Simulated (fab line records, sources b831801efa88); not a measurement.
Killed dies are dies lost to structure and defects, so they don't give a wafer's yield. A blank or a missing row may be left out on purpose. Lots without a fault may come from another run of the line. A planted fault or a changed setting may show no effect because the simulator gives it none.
Chamber matching | flow sky130 | SKY_FIELD_ISO_ETCH_17 on rie_si-02: 4 sister chambers
The step etches Si in HBr/Cl2/O2, target depth 342 nm, time 97.7 s. 14 wafers are shown with their chamber, then 7 later ones without.

WAFERS WITH THEIR CHAMBER
wafer  | chamber | drypump_motor_current_A (A) | run_length_s (s) | oes_product_au (a.u.)
L144.2 | 3       | 6.1                         | 126.7            | 0.991
L144.3 | 1       | 6.0                         | 126.1            | 0.999
L144.4 | 0       | 5.4                         | 126.5            | 1.010
L146.1 | 0       | 5.5                         | 126.9            | 1.005
L146.4 | 3       | 6.2                         | 126.6            | 1.005
L146.5 | 0       | 5.5                         | 126.6            | 1.008
L148.1 | 3       | 6.1                         | 126.9            | 1.006
L148.5 | 1       | 6.0                         | 126.1            | 1.010
L148.6 | 2       | 5.1                         | 125.5            | 1.010
L150.2 | 2       | 5.1                         | 125.5            | 1.011
L150.5 | 0       | 5.4                         | 127.3            | 1.003
L150.6 | 1       | 6.0                         | 125.9            | 1.008
L152.1 | 1       | 6.0                         | 126.1            | 0.997
L152.5 | 2       | 5.1                         | 125.3            | 1.005

SIGNATURES (means of the wafers above)
reading                 | chamber 0 | chamber 1 | chamber 2 | chamber 3 | scatter within a chamber
drypump_motor_current_A | 5.450     | 6.000     | 5.100     | 6.133     | 0.0408
run_length_s            | 126.825   | 126.050   | 125.433   | 126.733   | 0.222
oes_product_au          | 1.00650   | 1.00350   | 1.00867   | 1.00067   | 0.00562
Rule: a wafer's distance from a chamber is the root of the sum, over the readings, of the square of ((its reading less the chamber's mean) divided by the reading's scatter). The wafer belongs to the nearest chamber; if the next one is less than 2 further off, it can't be placed. The scatter: the root of (the sum of the squares of (reading less its chamber's mean) over the shown wafers, divided by (wafers less chambers)).

WAFERS WITHOUT THEIR CHAMBER
wafer  | drypump_motor_current_A (A) | run_length_s (s) | oes_product_au (a.u.)
L152.6 | 5.9                         | 126.5            | 1.019
L154.1 | 6.1                         | 126.4            | 0.992
L154.4 | 5.1                         | 125.4            | 1.003
L154.6 | 6.0                         | 126.2            | 1.018
L164.2 | 5.5                         | 127.0            | 1.007
L164.3 | 5.1                         | 125.5            | 1.002
L164.6 | 6.0                         | 125.8            | 1.006

WHICH CHAMBER EACH WENT THROUGH
wafer  | from the rows above     | in truth
L152.6 | 1                       | 1
L154.1 | can't be placed: 3 or 1 | 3
L154.4 | 2                       | 2
L154.6 | 1                       | 1
L164.2 | 0                       | 0
L164.3 | 2                       | 2
L164.6 | 1                       | 1
Placed correctly: 6 of 7. Can't be placed from these rows: 1 (the true chamber is among the candidates in 1). Placed wrongly: 0.
